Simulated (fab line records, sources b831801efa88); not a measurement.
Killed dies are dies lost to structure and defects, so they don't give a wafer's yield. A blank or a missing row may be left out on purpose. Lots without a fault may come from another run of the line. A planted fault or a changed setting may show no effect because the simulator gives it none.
fab line records | flow gf180mcu
record lots=5 wafers=15 last_day=34
route steps=602 shown HV_LDD@218 NSD@235 PSD@248
lots that met no fault: from a run of the same line without faults
start_h: hours from the record's first day to the start of the lot's first wafer shown | wait_h: hours since the lot's step before | " the same as in the row above | L1.1+2: a row that stands for several wafers | - no value, or no start given | * or withheld: withheld | < > ~ a bound
route shown NAME@n: a module of which the file shows steps, and the number in the route of the first | usual: mean/standard deviation of fault-free wafers | same: alike in all rows | chamber/n: place in a boat | sites: the reading at each site | _std_site: their standard deviation | _edge_site: outer sites' mean less inner sites' | radius_mm: how far each site lies from the wafer's centre | mask NAME#n: copy n | behind: the tool/chamber that last shaped the wafer | hold: why the lot was held/for how many hours/how that ended | device: the transistor (n, p or np) that didn't switch | end of line: the same wafers' tests at the end of the route | a step without rows: its recipe alone | killed: dies lost to structure and defects at the first sort, not the wafer's yield | map: a wafer's dies, x killed, . not, _ none there
set.NAME: the setting as run; set.NAME@STEP: as run at that earlier step | model.NAME: the simulator's own value behind a step, which no gauge read
lots at some steps of the route; a table a step, a row a wafer
services: from which hour (start_h, from the record's first day; less than 0 if before it) a tool's chamber was out of use, for how many hours, and why
## steps
# step GF_HV_LDD_SOFTBAKE_42
# recipe temp_c=90 time_s=60 resist=NOVOLAK
# usual plate_temp_C=90.01/0.11
# columns lot.wafer tool chamber start_h wait_h plate_temp_C
L082.1 litho_track-01 0 339.74 0.1 90.08
L082.4 " 0 " " 90.02
L082.5 " 0 " " 90.01
L083.2 litho_track-04 0 346.00 0.1 89.92
L083.5 " 0 " " 90.07
L083.6 " 0 " " 89.87
L090.1 litho_track-04 0 393.63 0.1 90.25
L090.2 " 0 " " 90.10
L090.5 " 0 " " 90.08
L092.1 litho_track-02 0 411.39 0.1 90.00
L092.3 " 0 " " 89.98
L092.6 " 0 " " 90.04
L097.1 litho_track-02 0 444.84 0.1 90.13
L097.2 " 0 " " 89.98
L097.4 " 0 " " 90.12
# step GF_HV_LDD_EXPOSE_43
# recipe mask_id=Pplus_HV_AREA target_cd_nm=400 na=0.6 source_shape=conventional sigma_outer=0.6 dose_mj=140
# columns lot.wafer tool chamber start_h wait_h mask
L082.1+4+5 iline_stepper-02 0 - - Pplus_HV_AREA#0
L083.2+5+6 iline_stepper-01 0 - - Pplus_HV_AREA#0
L090.1+2+5 iline_stepper-02 0 - - Pplus_HV_AREA#0
L092.1+3+6 iline_stepper-02 0 - - Pplus_HV_AREA#0
L097.1+2+4 iline_stepper-02 0 - - Pplus_HV_AREA#0
# step GF_HV_LDD_PEB_44
# recipe temp_c=withheld time_s=* resist=NOVOLAK
# columns lot.wafer tool chamber start_h wait_h
L082.1+4+5 litho_track-02 0 - -
L083.2+5+6 litho_track-04 0 - -
L090.1+2+5 litho_track-02 0 - -
L092.1+3+6 litho_track-04 0 - -
L097.1+2+4 litho_track-01 0 - -
# step GF_HV_LDD_DEVELOP_45
# recipe develop_time_s=60 dev_temp_c=23
# columns lot.wafer tool chamber start_h wait_h
L082.1+4+5 litho_track-02 0 350.24 0.1
L083.2+5+6 litho_track-04 0 356.20 0.1
L090.1+2+5 litho_track-02 0 404.49 0.1
L092.1+3+6 litho_track-04 0 423.18 0.1
L097.1+2+4 litho_track-01 0 457.04 0.1
# step GF_HV_LDD_CD_MEAS_46
# recipe target_cd_nm=400
# usual cd_nm=399.0/2.4
# columns lot.wafer tool chamber start_h wait_h cd_nm
L082.1 cd_sem-01 - 350.39 0.1 397.5
L082.4 " - " " 399.2
L082.5 " - " " 398.0
L083.2 cd_sem-02 - 356.35 0.1 401.9
L083.5 " - " " 400.5
L083.6 " - " " 400.7
L090.1 cd_sem-01 - 404.64 0.1 400.0
L090.2 " - " " 401.5
L090.5 " - " " 401.8
L092.1 cd_sem-01 - 423.33 0.1 394.9
L092.3 " - " " 396.5
L092.6 " - " " 396.4
L097.1 cd_sem-02 - 457.19 0.1 398.7
L097.2 " - " " 395.8
L097.4 " - " " 396.7
# step GF_HV_LDD_OVL_MEAS_47
# usual HV_LDD_03_OVL=-1.3/1.6
# columns lot.wafer tool chamber start_h wait_h HV_LDD_03_OVL[nm]
L082.1 overlay-02 - 350.51 0.1 -4.3
L082.4 " - " " -3.7
L082.5 " - " " -3.6
L083.2 overlay-01 - 356.45 0.1 -1.7
L083.5 " - " " -2.4
L083.6 " - " " -0.2
L090.1 overlay-01 - 404.76 0.1 1.0
L090.2 " - " " 0.1
L090.5 " - " " 1.5
L092.1 overlay-01 - 423.45 0.1 -3.8
L092.3 " - " " -2.2
L092.6 " - " " -1.7
L097.1 overlay-01 - 457.31 0.1 0.1
L097.2 " - " " -0.8
L097.4 " - " " -1.2
# step GF_HV_LDD_IMPLANT_48
# recipe species=B energy_kev=25 dose_cm2=3e+13 tilt_deg=7
# usual beam_energy_keV=25.000/0.0074
# columns lot.wafer tool chamber start_h wait_h beam_energy_keV
L082.1 implanter-02 0 350.54 0.0 25.009
L082.4 " 0 " " 25.009
L082.5 " 0 " " 25.002
L083.2 implanter-02 0 356.51 0.0 25.008
L083.5 " 0 " " 24.993
L083.6 " 0 " " 25.005
L090.1 implanter-04 0 404.79 0.0 24.996
L090.2 " 0 " " 25.004
L090.5 " 0 " " 24.990
L092.1 implanter-04 0 423.48 0.0 24.989
L092.3 " 0 " " 24.990
L092.6 " 0 " " 24.996
L097.1 implanter-02 0 457.35 0.0 24.999
L097.2 " 0 " " 24.997
L097.4 " 0 " " 25.009
# step GF_HV_LDD_STRIP_49
# recipe chemistry=O2/N2 power_w=1400 pressure_mtorr=1500 platen_temp_c=250 o2_flow_sccm=3000 n2_flow_sccm=300 overash_fraction=0.5
# usual drypump_motor_current_A=5.3/0.37 heater_power_w=342/25 oes_product_au=0.716/0.0043 strip_time_to_endpoint_s=12.63/0.032
# columns lot.wafer tool chamber start_h wait_h drypump_motor_current_A heater_power_w oes_product_au rf_hours_counter_h strip_time_to_endpoint_s
L082.1 plasma_asher-02 1 350.69 0.1 5.1 311 0.720 69 12.60
L082.4 " 1 " " 5.1 316 0.716 - 12.62
L082.5 " 1 " " 5.1 322 0.714 - 12.60
L083.2 plasma_asher-02 0 356.63 0.1 5.6 331 0.723 70 12.61
L083.5 " 1 " " 5.2 318 0.726 - 12.60
L083.6 " 0 " " 5.6 340 0.715 - 12.62
L090.1 plasma_asher-03 1 404.94 0.1 5.1 395 0.712 73 12.66
L090.2 " 0 " " 5.0 336 0.714 73 12.65
L090.5 " 0 " " 5.0 337 0.725 - 12.68
L092.1 plasma_asher-03 1 423.70 0.2 5.1 392 0.718 76 12.66
L092.3 " 1 " " 5.1 387 0.722 - 12.62
L092.6 " 0 " " 5.0 339 0.719 - 12.63
L097.1 plasma_asher-01 1 457.50 0.1 6.1 361 0.719 38 12.65
L097.2 " 0 " " 4.9 338 0.717 38 12.63
L097.4 " 0 " " 4.9 341 0.712 - 12.65
# step GF_HV_LDD_TW_MEAS_50
# usual HV_LDD_4_TW=568/4.6
# columns lot.wafer tool chamber start_h wait_h HV_LDD_4_TW
L082.1 film_metro-04 - 350.79 0.1 561
L082.4 " - " " 562
L082.5 " - " " 559
L083.2 film_metro-02 - 356.74 0.1 573
L083.5 " - " " 573
L083.6 " - " " 571
L090.1 film_metro-02 - 405.04 0.1 569
L090.2 " - " " 570
L090.5 " - " " 568
L092.1 film_metro-03 - 423.80 0.1 573
L092.3 " - " " 575
L092.6 " - " " 572
L097.1 film_metro-02 - 457.60 0.1 571
L097.2 " - " " 572
L097.4 " - " " 572
# step GF_HV_LDD_CLEAN_51
# recipe chemistry=SC1/SC2 mix=1:4:20 temp_c=70 time_s=150 dry=n2_spin
# columns lot.wafer tool chamber start_h wait_h
L082.1+4+5 wet_bench-02 2 350.85 0.1
L083.2+5+6 wet_bench-03 0 356.79 0.0
L090.1+2+5 wet_bench-01 2 405.10 0.1
L092.1+3+6 wet_bench-01 2 423.86 0.1
L097.1+2+4 wet_bench-01 3 457.66 0.1
# step GF_HV_LDD_RTA_52
# recipe temp_c=1000 time_s=10 ambient=N2
# usual lamp_power_pct=32.9/0.64 wafer_temp_C_max=1005.2/1
# columns lot.wafer tool chamber start_h wait_h lamp_power_pct wafer_temp_C_max
L082.1 rtp_anneal-01 0 350.90 0.0 33.6 1004.2
L082.4 " 0 " " 33.5 1005.1
L082.5 " 0 " " 33.5 1004.7
L083.2 rtp_anneal-01 0 356.85 0.0 33.5 1005.3
L083.5 " 0 " " 33.6 1004.7
L083.6 " 0 " " 33.5 1005.3
L090.1 rtp_anneal-01 0 405.15 0.0 33.5 1004.4
L090.2 " 0 " " 33.6 1004.8
L090.5 " 0 " " 33.6 1005.4
L092.1 rtp_anneal-02 0 423.91 0.0 32.3 1004.2
L092.3 " 0 " " 32.2 1007.8
L092.6 " 0 " " 32.3 1005.4
L097.1 rtp_anneal-01 0 457.71 0.0 33.5 1005.6
L097.2 " 0 " " 33.6 1006.7
L097.4 " 0 " " 33.6 1006.8
# step GF_HV_LDD_RS_MEAS_53
# recipe thk_meas_gauge=four-point-probe
# usual HV_LDD_RS=418.7/1.2
# columns lot.wafer tool chamber start_h wait_h HV_LDD_RS[ohm/sq]
L082.1 film_metro-03 - 350.97 0.1 421.2
L082.4 " - " " 421.0
L082.5 " - " " 419.5
L083.2 film_metro-03 - 356.93 0.1 419.6
L083.5 " - " " 419.8
L083.6 " - " " 419.4
L090.1 film_metro-04 - 405.22 0.1 419.2
L090.2 " - " " 419.9
L090.5 " - " " 418.9
L092.1 film_metro-03 - 423.97 0.1 421.0
L092.3 " - " " 421.1
L092.6 " - " " 419.1
L097.1 film_metro-04 - 457.77 0.1 419.8
L097.2 " - " " 419.8
L097.4 " - " " 419.2
# step GF_HV_LDD_CVD_54
# recipe material=SiO2 target_thk_nm=10 precursor=TEOS temp_c=680 time_s=75 pressure_mtorr=400
# usual pressure_mtorr=399.8/0.85 zone_power_lower_pct=10.7/0.52
# columns lot.wafer tool chamber start_h wait_h pressure_mtorr zone_power_lower_pct
L082.1 lpcvd-01 0 351.09 0.1 399.1 10.5
L082.4 " 0 " " 400.3 10.7
L082.5 " 0 " " 399.3 10.7
L083.2 lpcvd-01 0 357.03 0.1 400.1 10.8
L083.5 " 0 " " 400.1 10.7
L083.6 " 0 " " 400.2 10.8
L090.1 lpcvd-02 1 405.34 0.1 399.0 11.4
L090.2 " 1 " " 399.2 11.4
L090.5 " 1 " " 400.4 11.6
L092.1 lpcvd-02 1 424.09 0.1 398.2 11.3
L092.3 " 1 " " 399.2 11.5
L092.6 " 1 " " 397.4 11.4
L097.1 lpcvd-01 0 457.89 0.1 401.1 10.7
L097.2 " 0 " " 400.3 11.0
L097.4 " 0 " " 399.7 10.8
# step GF_HV_LDD_THK_MEAS_55
# recipe reads=SiO2_of_HV_LDD_CVD_54
# usual HV_LDD_CVD_54_THK=10.01/0.16
# columns lot.wafer tool chamber start_h wait_h HV_LDD_CVD_54_THK[nm]
L082.1 film_metro-02 - 352.11 0.0 10.20
L082.4 " - " " 10.08
L082.5 " - " " 10.38
L083.2 film_metro-04 - 358.06 0.0 10.13
L083.5 " - " " 10.09
L083.6 " - " " 10.18
L090.1 film_metro-02 - 406.87 0.0 9.86
L090.2 " - " " 10.06
L090.5 " - " " 10.04
L092.1 film_metro-02 - 425.62 0.0 9.99
L092.3 " - " " 9.99
L092.6 " - " " 9.98
L097.1 film_metro-04 - 458.91 0.0 9.81
L097.2 " - " " 9.78
L097.4 " - " " 9.99
# step GF_HV_LDD_CVD_56
# recipe material=Si3N4 precursor=DCS/NH3 target_thk_nm=90 temp_c=770 time_s=1543 pressure_mtorr=250
# usual pressure_mtorr=250.0/0.46 zone_power_lower_pct=13.6/0.76
# columns lot.wafer tool chamber start_h wait_h pressure_mtorr zone_power_lower_pct
L082.1 lpcvd-01 1 352.17 0.1 250.5 13.7
L082.4 " 1 " " 249.8 13.6
L082.5 " 1 " " 250.0 13.7
L083.2 lpcvd-01 0 359.07 1.0 250.4 13.8
L083.5 " 0 " " 250.2 13.8
L083.6 " 0 " " 250.1 13.4
L090.1 lpcvd-02 1 406.93 0.1 250.6 14.5
L090.2 " 1 " " 250.3 14.6
L090.5 " 1 " " 249.4 14.4
L092.1 lpcvd-01 0 425.68 0.1 250.0 13.4
L092.3 " 0 " " 250.5 13.6
L092.6 " 0 " " 250.0 13.8
L097.1 lpcvd-02 1 458.97 0.1 249.8 14.3
L097.2 " 1 " " 250.6 14.4
L097.4 " 1 " " 250.2 14.4
# step GF_HV_LDD_THK_MEAS_57
# recipe reads=Si3N4_of_HV_LDD_CVD_56
# usual HV_LDD_CVD_56_THK=89.8/0.78
# columns lot.wafer tool chamber start_h wait_h HV_LDD_CVD_56_THK[nm]
L082.1 film_metro-04 - 353.60 0.0 89.1
L082.4 " - " " 90.2
L082.5 " - " " 89.7
L083.2 film_metro-02 - 360.51 0.0 89.4
L083.5 " - " " 89.1
L083.6 " - " " 89.1
L090.1 film_metro-02 - 409.07 0.0 90.0
L090.2 " - " " 90.2
L090.5 " - " " 89.0
L092.1 film_metro-04 - 427.11 0.0 89.0
L092.3 " - " " 89.1
L092.6 " - " " 89.2
L097.1 film_metro-04 - 461.12 0.0 90.5
L097.2 " - " " 89.8
L097.4 " - " " 90.8
# step GF_HV_LDD_ETCHBACK_58
# recipe chemistry=CH3F/O2 target=Si3N4 stop_on=SiO2 source_w=400 bias_w=80 pressure_mtorr=25 ch3f_flow_sccm=40 O2_flow_sccm=30 time_s=100 target_depth_a=900
# usual bias_w=79.99/0.24 drypump_motor_current_A=5.5/0.46 oes_product_au=0.842/0.0059 throttle_valve_pct=10.561/0.0095
# columns lot.wafer tool chamber start_h wait_h bias_w drypump_motor_current_A oes_product_au rf_hours_counter_h throttle_valve_pct
L082.1 rie_diel-01 3 353.66 0.1 79.69 5.3 0.848 13 10.574
L082.4 " 1 " " 80.08 5.4 0.845 46 10.548
L082.5 " 3 " " 79.47 5.3 0.839 - 10.587
L083.2 rie_diel-02 1 360.56 0.0 79.73 4.7 0.848 46 10.558
L083.5 " 0 " " 80.71 5.2 0.835 - 10.546
L083.6 " 3 " " 80.02 5.4 0.838 - 10.552
L090.1 rie_diel-01 1 409.13 0.1 80.12 5.4 0.840 48 10.551
L090.2 " 0 " " 80.25 5.3 0.843 37 10.557
L090.5 " 1 " " 79.99 5.4 0.846 - 10.554
L092.1 rie_diel-03 3 427.17 0.1 80.12 6.5 0.835 6 10.553
L092.3 " 0 " " 80.16 5.6 0.833 9 10.553
L092.6 " 2 " " 80.50 6.4 0.840 - 10.553
L097.1 rie_diel-02 1 461.18 0.1 79.98 4.7 0.836 49 10.571
L097.2 " 0 " " 79.97 5.3 0.840 9 10.571
L097.4 " 2 " " 79.75 6.2 0.848 16 10.575
# step GF_NSD_DEHYDRATE_00
# recipe temp_c=200 time_s=60
# usual plate_temp_C=200.02/0.18
# columns lot.wafer tool chamber start_h wait_h plate_temp_C
L082.1 litho_track-03 0 363.79 10.1 199.58
L082.4 " 0 " " 199.76
L082.5 " 0 " " 199.79
L083.2 litho_track-04 0 371.40 10.8 200.24
L083.5 " 0 " " 199.81
L083.6 " 0 " " 200.28
L090.1 litho_track-01 0 420.94 11.8 200.18
L090.2 " 0 " " 200.22
L090.5 " 0 " " 200.20
L092.1 litho_track-01 0 438.54 11.3 200.10
L092.3 " 0 " " 200.17
L092.6 " 0 " " 199.94
L097.1 litho_track-03 0 472.29 11.1 199.97
L097.2 " 0 " " 199.81
L097.4 " 0 " " 200.14
# step GF_NSD_HMDS_01
# recipe prime_time_s=60 prime_temp_c=120
# same prime_time_s=60
# columns lot.wafer tool chamber start_h wait_h
L082.1+4+5 litho_track-03 0 363.94 0.1
L083.2+5+6 litho_track-04 0 371.55 0.1
L090.1+2+5 litho_track-01 0 421.09 0.1
L092.1+3+6 litho_track-01 0 438.69 0.1
L097.1+2+4 litho_track-03 0 472.44 0.1
# step GF_NSD_COAT_02
# recipe resist=NOVOLAK spin_rpm=3000 resist_thk_nm=1000
# columns lot.wafer tool chamber start_h wait_h
L082.1+4+5 litho_track-03 0 364.09 0.1
L083.2+5+6 litho_track-04 0 371.70 0.1
L090.1+2+5 litho_track-01 0 421.24 0.1
L092.1+3+6 litho_track-01 0 438.84 0.1
L097.1+2+4 litho_track-03 0 472.59 0.1
# step GF_NSD_SOFTBAKE_03
# recipe temp_c=90 time_s=60 resist=NOVOLAK
# usual plate_temp_C=90.02/0.13
# columns lot.wafer tool chamber start_h wait_h plate_temp_C
L082.1 litho_track-03 0 364.24 0.1 90.37
L082.4 " 0 " " 90.18
L082.5 " 0 " " 90.14
L083.2 litho_track-04 0 371.85 0.1 90.23
L083.5 " 0 " " 90.10
L083.6 " 0 " " 90.02
L090.1 litho_track-01 0 421.39 0.1 90.07
L090.2 " 0 " " 90.13
L090.5 " 0 " " 90.10
L092.1 litho_track-01 0 438.99 0.1 89.84
L092.3 " 0 " " 90.06
L092.6 " 0 " " 89.95
L097.1 litho_track-03 0 472.74 0.1 89.75
L097.2 " 0 " " 90.03
L097.4 " 0 " " 89.97
# step GF_NSD_EXPOSE_04
# recipe mask_id=Nplus target_cd_nm=400 na=0.6 source_shape=conventional sigma_outer=0.6 dose_mj=140
# columns lot.wafer tool chamber start_h wait_h mask
L082.1+4+5 iline_stepper-01 0 - - Nplus#0
L083.2+5+6 iline_stepper-01 0 - - Nplus#0
L090.1+2+5 iline_stepper-02 0 - - Nplus#0
L092.1+3+6 iline_stepper-02 0 - - Nplus#0
L097.1+2+4 iline_stepper-02 0 - - Nplus#0
# step GF_NSD_PEB_05
# recipe temp_c=withheld time_s=* resist=NOVOLAK
# columns lot.wafer tool chamber start_h wait_h
L082.1+4+5 litho_track-04 0 - -
L083.2+5+6 litho_track-03 0 - -
L090.1+2+5 litho_track-01 0 - -
L092.1+3+6 litho_track-01 0 - -
L097.1+2+4 litho_track-04 0 - -
# step GF_NSD_DEVELOP_06
# recipe develop_time_s=60 dev_temp_c=23
# columns lot.wafer tool chamber start_h wait_h
L082.1+4+5 litho_track-04 0 375.88 0.1
L083.2+5+6 litho_track-03 0 382.16 0.1
L090.1+2+5 litho_track-01 0 432.74 0.1
L092.1+3+6 litho_track-01 0 451.24 0.1
L097.1+2+4 litho_track-04 0 483.97 0.1
# step GF_NSD_CD_MEAS_07
# recipe target_cd_nm=400
# usual cd_nm=399.5/2.1
# columns lot.wafer tool chamber start_h wait_h cd_nm
L082.1 cd_sem-02 - 376.03 0.1 396.9
L082.4 " - " " 400.0
L082.5 " - " " 400.1
L083.2 cd_sem-02 - 382.31 0.1 402.0
L083.5 " - " " 400.5
L083.6 " - " " 398.4
L090.1 cd_sem-02 - 432.89 0.1 401.5
L090.2 " - " " 399.3
L090.5 " - " " 402.0
L092.1 cd_sem-02 - 452.50 1.2 399.3
L092.3 " - " " 396.5
L092.6 " - " " 397.7
L097.1 cd_sem-01 - 484.12 0.1 401.6
L097.2 " - " " 400.6
L097.4 " - " " 401.5
# step GF_NSD_OVL_MEAS_08
# usual NSD_OVL=-0.2/1.4
# columns lot.wafer tool chamber start_h wait_h NSD_OVL[nm]
L082.1 overlay-02 - 376.15 0.1 -2.4
L082.4 " - " " -0.8
L082.5 " - " " -1.3
L083.2 overlay-02 - 382.42 0.1 1.7
L083.5 " - " " 0.0
L083.6 " - " " 0.2
L090.1 overlay-02 - 433.01 0.1 -0.2
L090.2 " - " " -1.6
L090.5 " - " " -3.0
L092.1 overlay-02 - 452.62 0.1 -0.4
L092.3 " - " " 0.6
L092.6 " - " " 0.1
L097.1 overlay-02 - 484.24 0.1 0.0
L097.2 " - " " -0.5
L097.4 " - " " 1.5
# step GF_NSD_IMPLANT_09
# recipe species=As energy_kev=60 dose_cm2=4e+15 tilt_deg=7
# usual beam_energy_keV=60.002/0.019
# columns lot.wafer tool chamber start_h wait_h beam_energy_keV
L082.1 implanter-04 0 376.18 0.0 60.007
L082.4 " 0 " " 59.963
L082.5 " 0 " " 59.995
L083.2 implanter-04 0 382.47 0.0 60.002
L083.5 " 0 " " 59.986
L083.6 " 0 " " 59.974
L090.1 implanter-03 0 433.05 0.0 59.983
L090.2 " 0 " " 59.998
L090.5 " 0 " " 59.998
L092.1 implanter-03 0 452.66 0.0 59.997
L092.3 " 0 " " 59.988
L092.6 " 0 " " 59.995
L097.1 implanter-04 0 484.28 0.0 60.021
L097.2 " 0 " " 60.023
L097.4 " 0 " " 59.979
# step GF_NSD_IMPLANT_10
# recipe species=P energy_kev=40 dose_cm2=5e+14 tilt_deg=7
# usual beam_energy_keV=39.999/0.012
# columns lot.wafer tool chamber start_h wait_h beam_energy_keV
L082.1 implanter-04 0 376.33 0.1 40.024
L082.4 " 0 " " 40.022
L082.5 " 0 " " 40.016
L083.2 implanter-04 0 382.62 0.1 39.975
L083.5 " 0 " " 39.980
L083.6 " 0 " " 39.984
L090.1 implanter-03 0 433.20 0.1 39.998
L090.2 " 0 " " 40.012
L090.5 " 0 " " 40.003
L092.1 implanter-03 0 452.81 0.1 40.008
L092.3 " 0 " " 40.022
L092.6 " 0 " " 40.039
L097.1 implanter-04 0 484.43 0.1 39.996
L097.2 " 0 " " 39.987
L097.4 " 0 " " 40.001
# step GF_NSD_STRIP_11
# recipe chemistry=O2/N2 power_w=1400 pressure_mtorr=1500 platen_temp_c=250 o2_flow_sccm=3000 n2_flow_sccm=300 overash_fraction=0.5
# usual drypump_motor_current_A=5.5/0.57 heater_power_w=330/22 oes_product_au=0.487/0.0048 strip_time_to_endpoint_s=22.96/0.032
# columns lot.wafer tool chamber start_h wait_h drypump_motor_current_A heater_power_w oes_product_au rf_hours_counter_h strip_time_to_endpoint_s
L082.1 plasma_asher-02 0 376.48 0.1 5.7 332 0.486 72 22.92
L082.4 " 0 " " 5.6 343 0.482 - 22.96
L082.5 " 1 " " 5.1 315 0.481 - 22.90
L083.2 plasma_asher-02 0 382.75 0.1 5.7 337 0.486 72 22.98
L083.5 " 1 " " 5.1 318 0.483 - 22.95
L083.6 " 0 " " 5.6 348 0.491 - 23.00
L090.1 plasma_asher-01 1 433.35 0.1 6.1 356 0.482 35 22.88
L090.2 " 0 " " 4.9 341 0.485 35 22.93
L090.5 " 1 " " 6.1 360 0.486 - 22.89
L092.1 plasma_asher-01 0 452.96 0.1 4.9 332 0.489 37 22.90
L092.3 " 0 " " 4.9 337 0.488 - 22.95
L092.6 " 0 " " 4.9 329 0.488 - 22.92
L097.1 plasma_asher-01 0 484.58 0.1 4.9 332 0.486 42 22.97
L097.2 " 1 " " 6.1 342 0.484 42 22.91
L097.4 " 0 " " 4.9 336 0.488 - 22.94
# step GF_NSD_TW_MEAS_12
# usual NSD_TW=4230/35
# columns lot.wafer tool chamber start_h wait_h NSD_TW
L082.1 film_metro-03 - 376.58 0.1 4237
L082.4 " - " " 4274
L082.5 " - " " 4247
L083.2 film_metro-04 - 382.86 0.1 4169
L083.5 " - " " 4180
L083.6 " - " " 4185
L090.1 film_metro-03 - 433.45 0.1 4221
L090.2 " - " " 4240
L090.5 " - " " 4254
L092.1 film_metro-01 - 453.06 0.1 4241
L092.3 " - " " 4199
L092.6 " - " " 4220
L097.1 film_metro-04 - 484.68 0.1 4189
L097.2 " - " " 4197
L097.4 " - " " 4205
# step GF_PSD_DEHYDRATE_00
# recipe temp_c=200 time_s=60
# usual plate_temp_C=200.05/0.15
# columns lot.wafer tool chamber start_h wait_h plate_temp_C
L082.1 litho_track-02 0 386.94 10.3 199.96
L082.4 " 0 " " 200.12
L082.5 " 0 " " 200.02
L083.2 litho_track-02 0 394.11 11.2 200.07
L083.5 " 0 " " 200.18
L083.6 " 0 " " 199.91
L090.1 litho_track-03 0 445.49 12.0 199.80
L090.2 " 0 " " 200.15
L090.5 " 0 " " 200.20
L092.1 litho_track-03 0 464.14 11.1 200.15
L092.3 " 0 " " 199.96
L092.6 " 0 " " 199.79
L097.1 litho_track-01 0 495.94 11.2 199.92
L097.2 " 0 " " 200.05
L097.4 " 0 " " 199.99
# step GF_PSD_HMDS_01
# recipe prime_time_s=60 prime_temp_c=120
# same prime_time_s=60
# columns lot.wafer tool chamber start_h wait_h
L082.1+4+5 litho_track-02 0 387.09 0.1
L083.2+5+6 litho_track-02 0 394.26 0.1
L090.1+2+5 litho_track-03 0 445.64 0.1
L092.1+3+6 litho_track-03 0 464.29 0.1
L097.1+2+4 litho_track-01 0 496.09 0.1
# step GF_PSD_COAT_02
# recipe resist=NOVOLAK spin_rpm=3000 resist_thk_nm=1000
# columns lot.wafer tool chamber start_h wait_h
L082.1+4+5 litho_track-02 0 387.24 0.1
L083.2+5+6 litho_track-02 0 394.41 0.1
L090.1+2+5 litho_track-03 0 445.79 0.1
L092.1+3+6 litho_track-03 0 464.44 0.1
L097.1+2+4 litho_track-01 0 496.24 0.1
# step GF_PSD_SOFTBAKE_03
# recipe temp_c=90 time_s=60 resist=NOVOLAK
# usual plate_temp_C=90.00/0.11
# columns lot.wafer tool chamber start_h wait_h plate_temp_C
L082.1 litho_track-02 0 387.39 0.1 90.09
L082.4 " 0 " " 90.04
L082.5 " 0 " " 90.01
L083.2 litho_track-02 0 394.56 0.1 89.91
L083.5 " 0 " " 89.81
L083.6 " 0 " " 89.91
L090.1 litho_track-03 0 445.94 0.1 90.17
L090.2 " 0 " " 90.12
L090.5 " 0 " " 89.89
L092.1 litho_track-03 0 464.59 0.1 90.01
L092.3 " 0 " " 89.88
L092.6 " 0 " " 90.02
L097.1 litho_track-01 0 496.39 0.1 89.81
L097.2 " 0 " " 89.89
L097.4 " 0 " " 89.86
# step GF_PSD_EXPOSE_04
# recipe mask_id=Pplus target_cd_nm=400 na=0.6 source_shape=conventional sigma_outer=0.6 dose_mj=140
# columns lot.wafer tool chamber start_h wait_h mask
L082.1+4+5 iline_stepper-02 0 - - Pplus#0
L083.2+5+6 iline_stepper-02 0 - - Pplus#0
L090.1+2+5 iline_stepper-01 0 - - Pplus#0
L092.1+3+6 iline_stepper-01 0 - - Pplus#0
L097.1+2+4 iline_stepper-01 0 - - Pplus#0
# step GF_PSD_PEB_05
# recipe temp_c=withheld time_s=* resist=NOVOLAK
# columns lot.wafer tool chamber start_h wait_h
L082.1+4+5 litho_track-01 0 - -
L083.2+5+6 litho_track-01 0 - -
L090.1+2+5 litho_track-02 0 - -
L092.1+3+6 litho_track-03 0 - -
L097.1+2+4 litho_track-02 0 - -
# step GF_PSD_DEVELOP_06
# recipe develop_time_s=60 dev_temp_c=23
# columns lot.wafer tool chamber start_h wait_h
L082.1+4+5 litho_track-01 0 398.64 0.1
L083.2+5+6 litho_track-01 0 405.22 0.1
L090.1+2+5 litho_track-02 0 457.64 0.1
L092.1+3+6 litho_track-03 0 476.49 0.1
L097.1+2+4 litho_track-02 0 508.24 0.1
# step GF_PSD_CD_MEAS_07
# recipe target_cd_nm=400
# usual cd_nm=399.2/2.5
# columns lot.wafer tool chamber start_h wait_h cd_nm
L082.1 cd_sem-02 - 398.79 0.1 399.5
L082.4 " - " " 399.2
L082.5 " - " " 399.9
L083.2 cd_sem-01 - 405.36 0.1 399.5
L083.5 " - " " 397.7
L083.6 " - " " 396.8
L090.1 cd_sem-02 - 457.79 0.1 399.9
L090.2 " - " " 400.3
L090.5 " - " " 403.0
L092.1 cd_sem-01 - 476.64 0.1 394.9
L092.3 " - " " 395.9
L092.6 " - " " 394.2
L097.1 cd_sem-02 - 508.39 0.1 398.7
L097.2 " - " " 396.3
L097.4 " - " " 400.2
# step GF_PSD_OVL_MEAS_08
# usual PSD_OVL=0.7/1.5
# columns lot.wafer tool chamber start_h wait_h PSD_OVL[nm]
L082.1 overlay-02 - 398.91 0.1 -0.1
L082.4 " - " " -0.5
L082.5 " - " " 1.7
L083.2 overlay-02 - 405.47 0.1 -1.1
L083.5 " - " " 2.5
L083.6 " - " " 0.7
L090.1 overlay-01 - 457.91 0.1 -1.2
L090.2 " - " " -1.3
L090.5 " - " " -0.8
L092.1 overlay-02 - 476.76 0.1 -0.3
L092.3 " - " " -0.7
L092.6 " - " " 0.3
L097.1 overlay-02 - 508.51 0.1 0.4
L097.2 " - " " -1.1
L097.4 " - " " 0.0
# step GF_PSD_IMPLANT_09
# recipe species=BF2 energy_kev=40 dose_cm2=1.5e+15 tilt_deg=7
# usual beam_energy_keV=40.004/0.012
# columns lot.wafer tool chamber start_h wait_h beam_energy_keV
L082.1 implanter-01 0 398.95 0.0 40.014
L082.4 " 0 " " 40.010
L082.5 " 0 " " 40.022
L083.2 implanter-03 0 405.52 0.0 40.025
L083.5 " 0 " " 39.996
L083.6 " 0 " " 40.009
L090.1 implanter-04 0 457.94 0.0 40.005
L090.2 " 0 " " 40.011
L090.5 " 0 " " 40.014
L092.1 implanter-04 0 476.79 0.0 40.001
L092.3 " 0 " " 40.031
L092.6 " 0 " " 40.005
L097.1 implanter-04 0 508.54 0.0 39.993
L097.2 " 0 " " 39.991
L097.4 " 0 " " 39.977
## services
# columns tool chamber start_h hours kind
iline_stepper-02 - 322.55 2.1 pm
rie_diel-02 - 331.10 28.1 pm
plasma_asher-03 - 368.42 1.2 repair
implanter-03 - 369.77 1.0 repair
implanter-04 - 377.43 2.4 repair
iline_stepper-01 - 379.79 4.3 pm
implanter-03 - 382.70 2.8 repair
rie_diel-01 2 384.06 9.9 repair
rie_diel-02 1 384.31 6.2 repair
iline_stepper-01 - 384.50 1.2 repair
implanter-02 - 398.58 5.0 pm
rie_diel-01 0 399.08 3.9 repair
plasma_asher-02 - 421.25 9.0 pm
rie_diel-01 2 423.34 1.6 repair
plasma_asher-01 - 429.26 2.1 repair
implanter-04 - 429.39 4.6 repair
rie_diel-01 2 435.07 6.3 repair
plasma_asher-03 - 445.47 1.5 repair
rie_diel-02 - 454.94 0.8 repair
implanter-03 - 459.58 0.7 repair
implanter-02 - 472.17 1.6 repair
implanter-03 - 478.57 18.0 pm
iline_stepper-01 - 503.80 1.1 repair
implanter-04 - 506.54 1.7 repair
## key
fault none
